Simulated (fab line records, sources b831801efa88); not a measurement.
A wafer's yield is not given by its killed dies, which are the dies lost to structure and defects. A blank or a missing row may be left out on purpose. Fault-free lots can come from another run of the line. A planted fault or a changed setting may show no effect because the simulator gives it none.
Which tool was responsible? | flow gf180mcu | 36 wafers from 12 lots sampled at 3 of the route's 602 steps

WHAT THE GAUGES READ, wafer by wafer
GF_V3_THK_MEAS_03. Usual: V3_CVD_02_THK gives 846 nm (standard deviation 14).
lot  | measured     | on            | V3_CVD_02_THK (nm) | flag
L562 | day 21 22:07 | film metro-03 | 842 860 854        |
L563 | day 22 08:17 | film metro-03 | 847 845 863        |
L564 | day 22 13:37 | film metro-01 | 823 830 840        |
L565 | day 22 19:58 | film metro-01 | 843 853 858        |
L566 | day 23 04:47 | film metro-03 | 835 830 833        |
L567 | day 23 15:45 | film metro-03 | 839 851 850        |
L571 | day 25 00:55 | film metro-03 | 829 839 845        |
L578 | day 27 06:39 | film metro-01 | 853 881 860        |
L580 | day 27 21:38 | film metro-01 | 820 836 841        |
L582 | day 28 11:49 | film metro-01 | 847 865 875        |
L583 | day 28 12:48 | film metro-03 | 832 837 851        |
L584 | day 28 21:32 | film metro-04 | 831 830 847        |

GF_M4_RS_MEAS_05: measures by four-point-probe. Usual: M4_ALCU_RS gives 0.0694 ohm/sq (standard deviation 0.00073).
lot  | measured     | on            | M4_ALCU_RS (ohm/sq)  | flag
L562 | day 22 23:35 | film metro-03 | 0.0687 0.0684 0.0683 |
L563 | day 23 09:25 | film metro-02 | 0.0695 0.0703 0.0691 |
L564 | day 23 13:38 | film metro-03 | 0.0692 0.0684 0.0691 |
L565 | day 23 20:00 | film metro-03 | 0.0701 0.0688 0.0699 |
L566 | day 24 05:49 | film metro-04 | 0.0699 0.0698 0.0702 |
L567 | day 24 16:46 | film metro-02 | 0.0695 0.0691 0.0693 |
L571 | day 26 00:01 | film metro-03 | 0.0697 0.0701 0.0697 |
L578 | day 28 03:58 | film metro-03 | 0.0696 0.0689 0.0696 |
L580 | day 28 18:54 | film metro-02 | 0.0694 0.0688 0.0684 |
L582 | day 29 09:18 | film metro-04 | 0.0692 0.0694 0.0693 |
L583 | day 29 10:44 | film metro-02 | 0.0693 0.0688 0.0690 |
L584 | day 29 18:32 | film metro-02 | 0.0697 0.0694 0.0692 |

WHICH TOOL RAN EACH LOT (tool, then ch and the chambers of the sampled wafers, then the start)
lot  | GF_M3_STRIP_17
L562 | plasma asher-04 ch 0,1, day 21 21:19
L563 | plasma asher-04 ch 0,1, day 22 07:32
L564 | plasma asher-04 ch 0,1, day 22 12:53
L565 | plasma asher-01 ch 0,1, day 22 19:13
L566 | plasma asher-01 ch 0,1, day 23 03:59
L567 | plasma asher-01 ch 0,1, day 23 14:59
L571 | plasma asher-03 ch 0,1, day 25 00:11
L578 | plasma asher-01 ch 0,1, day 27 05:55
L580 | plasma asher-01 ch 0,1, day 27 20:55
L582 | plasma asher-04 ch 0,1, day 28 11:05
L583 | plasma asher-03 ch 0, day 28 12:01
L584 | plasma asher-04 ch 0, day 28 20:47
- GF_M3_STRIP_17: strips in O2/N2.

WHAT THE TOOLS THEMSELVES READ (means of the sampled wafers that have a number; where no wafer has one, the mark that the record gives instead)
GF_M3_STRIP_17. Usual: drypump motor current A 5.6 A, standard deviation 0.53; heater power w 357 W, standard deviation 37; oes product au 0.539 a.u., standard deviation 0.0053; strip time to endpoint s 7.43 s, standard deviation 0.072.
lot  | tool            | drypump motor current A (A) | heater power w (W) | oes product au (a.u.) | strip time to endpoint s (s) | flag
L562 | plasma asher-04 | 5.7                         | 338                | 0.537                 | 7.43                         |
L563 | plasma asher-04 | 5.5                         | 327                | 0.538                 | 7.38                         |
L564 | plasma asher-04 | 5.6                         | 339                | 0.536                 | 7.35                         |
L565 | plasma asher-01 | 6.0                         | 361                | 0.543                 | 7.45                         |
L566 | plasma asher-01 | 6.2                         | 375                | 0.543                 | 7.54                         |
L567 | plasma asher-01 | 5.9                         | 366                | 0.538                 | 7.42                         |
L571 | plasma asher-03 | 5.4                         | 350                | 0.539                 | 7.43                         |
L578 | plasma asher-01 | 6.0                         | 361                | 0.536                 | 7.40                         |
L580 | plasma asher-01 | 6.0                         | 364                | 0.538                 | 7.34                         |
L582 | plasma asher-04 | 5.6                         | 342                | 0.540                 | 7.53                         |
L583 | plasma asher-03 | 4.7                         | 428                | 0.537                 | 7.48                         |
L584 | plasma asher-04 | 5.3                         | 321                | 0.542                 | 7.46                         |

THE ANSWER, worked out from the rows above alone
Rule: a lot is off if the mean of its wafers that have a number lies more than 3 standard deviations from the usual mean. Also off: a lot with no number at a reading for which 4 or more lots have one. Any other lot the step has rows for is counted as sound. The gauges are gone through in route order, then the tools' own readings, and for those a lot's mean is taken as printed above. The first step at which some lot is off is used, and at that step the reading that is off furthest; a lot without a number counts as furthest.
No lot is off at any reading shown: from this, nothing can be told.

WHAT WAS PUT IN BY THE SIMULATOR
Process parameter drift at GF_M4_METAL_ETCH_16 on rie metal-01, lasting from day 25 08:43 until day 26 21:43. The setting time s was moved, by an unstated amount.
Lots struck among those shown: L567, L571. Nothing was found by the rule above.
